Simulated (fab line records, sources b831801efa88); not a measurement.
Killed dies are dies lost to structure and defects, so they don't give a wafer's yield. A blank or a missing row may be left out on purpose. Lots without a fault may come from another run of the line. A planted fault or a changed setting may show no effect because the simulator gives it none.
Chamber matching | flow sky130 | SKY_VIA2_ETCH_15 on rie_diel-02: 4 sister chambers
The step etches SiO2 in C4F8/O2/Ar, stops on TiN, target depth 546 nm, time 84 s. 4 wafers are shown with their chamber, then 9 later ones without.

WAFERS WITH THEIR CHAMBER
wafer  | chamber | bias_w (W)
L086.1 | 2       | 1202
L086.4 | 0       | 1194
L087.4 | 1       | 1199
L087.5 | 3       | 1195

WAFERS WITHOUT THEIR CHAMBER
wafer  | bias_w (W)
L095.1 | 1205
L095.4 | 1201
L095.5 | 1204
L096.2 | 1201
L096.3 | 1195
L096.4 | 1203
L097.1 | 1204
L097.3 | 1198
L097.4 | 1204

WHICH CHAMBER EACH WENT THROUGH
wafer  | from the rows above               | in truth
L095.1 | can't be placed: 2 or 1           | 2
L095.4 | can't be placed: 2 or 1           | 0
L095.5 | can't be placed: 2 or 1           | 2
L096.2 | can't be placed: 2 or 1           | 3
L096.3 | can't be placed: 3 or 0           | 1
L096.4 | can't be placed: 2 or 1           | 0
L097.1 | can't be placed: 2 or 1           | 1
L097.3 | can't be placed: 1 or 3 or 0 or 2 | 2
L097.4 | can't be placed: 2 or 1           | 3
Placed correctly: 0 of 9. Can't be placed from these rows: 9 (the true chamber is among the candidates in 4). Placed wrongly: 0.
How it was worked out, from the rows above alone: a wafer's distance from a chamber is the root of the sum, over the readings, of the square of ((its reading less the chamber's mean) divided by the reading's scatter). The wafer belongs to the nearest chamber; if the next one is less than 2 further off, it can't be placed. A chamber's mean is the mean of its shown wafers. The scatter: with one shown wafer a chamber, the root of the mean of the squares of how far each hidden wafer lies from its nearest shown one.
